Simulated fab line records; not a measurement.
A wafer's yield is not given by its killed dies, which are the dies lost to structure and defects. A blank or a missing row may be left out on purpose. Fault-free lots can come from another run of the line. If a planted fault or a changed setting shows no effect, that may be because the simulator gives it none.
Which tool was responsible? ; flow gf180mcu ; Sampling: 11 lots, 32 wafers, 3 of 602 route steps

WHAT THE GAUGES READ, wafer by wafer
GF_V3_THK_MEAS_03.
lot;measured;on;V3_CVD_02_THK (nm)
L845;day 21 08:38;film_metro-03;843 857 848
L848;day 22 12:14;film_metro-01;834 856 850
L849;day 22 12:37;film_metro-01;850 840 857
L851;day 23 11:52;film_metro-03;835 841 856
L855;day 24 21:23;film_metro-04;840 836 847
L858;day 26 07:09;film_metro-03;850 860 859
L860;day 26 12:14;film_metro-04;842 858 523 842 858 522
L861;day 27 01:02;film_metro-01;520 845 521 845
L863;day 27 13:35;film_metro-03;842 841 858
L864;day 27 18:59;film_metro-03;855 862 853
L865;day 28 00:40;film_metro-03;854 842 844

WHAT TOOL EACH LOT RAN ON (gives the tool, then ch and the chambers of the sampled wafers, and finally the start)
lot;GF_M2_SPUTTER_02;GF_V3_CVD_02
L845;pvd_sputter-02, day 18 06:07;pecvd-03 ch 0,1, day 21 08:34
L848;pvd_sputter-01, day 19 08:46;pecvd-04 ch 1,2, day 22 12:10
L849;pvd_sputter-01, day 19 09:57;pecvd-01 ch 1,2, day 22 12:32
L851;pvd_sputter-01, day 20 09:09;pecvd-03 ch 1,2, day 23 11:48
L855;pvd_sputter-01, day 21 20:49;pecvd-03 ch 1,2, day 24 21:19
L858;pvd_sputter-03, day 23 09:11;pecvd-04 ch 0,1,2, day 26 07:05
L860;pvd_sputter-02, day 23 14:38;pecvd-03 ch 1,2, day 26 12:10
L861;pvd_sputter-02, day 24 04:04;pecvd-03 ch 1,2, day 27 00:57
L863;pvd_sputter-03, day 24 17:46;pecvd-01 ch 1,2, day 27 13:31
L864;pvd_sputter-03, day 25 00:02;pecvd-01 ch 0,1,2, day 27 18:55
L865;pvd_sputter-02, day 25 05:55;pecvd-01 ch 0,1,2, day 28 00:35
- GF_M2_SPUTTER_02: material AlCu, target thk 450 nm, time 23.9 s.
- GF_V3_CVD_02: deposits SiO2 from TEOS, target thk 850 nm, time 94.851 s.

THE ANSWER, worked out from the rows above alone
Rule: the usual values come from the lots themselves. Put in order of their means at a reading, lots are off if they are a third of the lots or fewer, leave a main group of 4 or more, and stand apart from it by a gap of 3 or more times the standard deviation of the main group's means; of several such gaps the widest counts. A main group is skipped when, at the precision printed for the reading in the tables above, its means are all equal. A lot without any number at a reading at which 4 lots or more have one is off too. The other lots that the step has rows for count as sound.
Off: at GF_V3_THK_MEAS_03 (V3_CVD_02_THK), L860, L861. The main group: mean 849 nm, standard deviation 4.9.
If a tool, at a process step before that reading, ran all the lots that are off and no sound lot after the first of them, it fits. Gauges at GF_V3_THK_MEAS_03: tried the same way as those tools. One candidate fits, namely pecvd-03 at GF_V3_CVD_02. Its last sound lot is L855 (day 24 21:19), its first lot that is off L860 (day 26 12:10): a fault that began between those two fits.

WHAT WAS PUT IN BY THE SIMULATOR
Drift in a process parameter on pecvd-03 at GF_V3_CVD_02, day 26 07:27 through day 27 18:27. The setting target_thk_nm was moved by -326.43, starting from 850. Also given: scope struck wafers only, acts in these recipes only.
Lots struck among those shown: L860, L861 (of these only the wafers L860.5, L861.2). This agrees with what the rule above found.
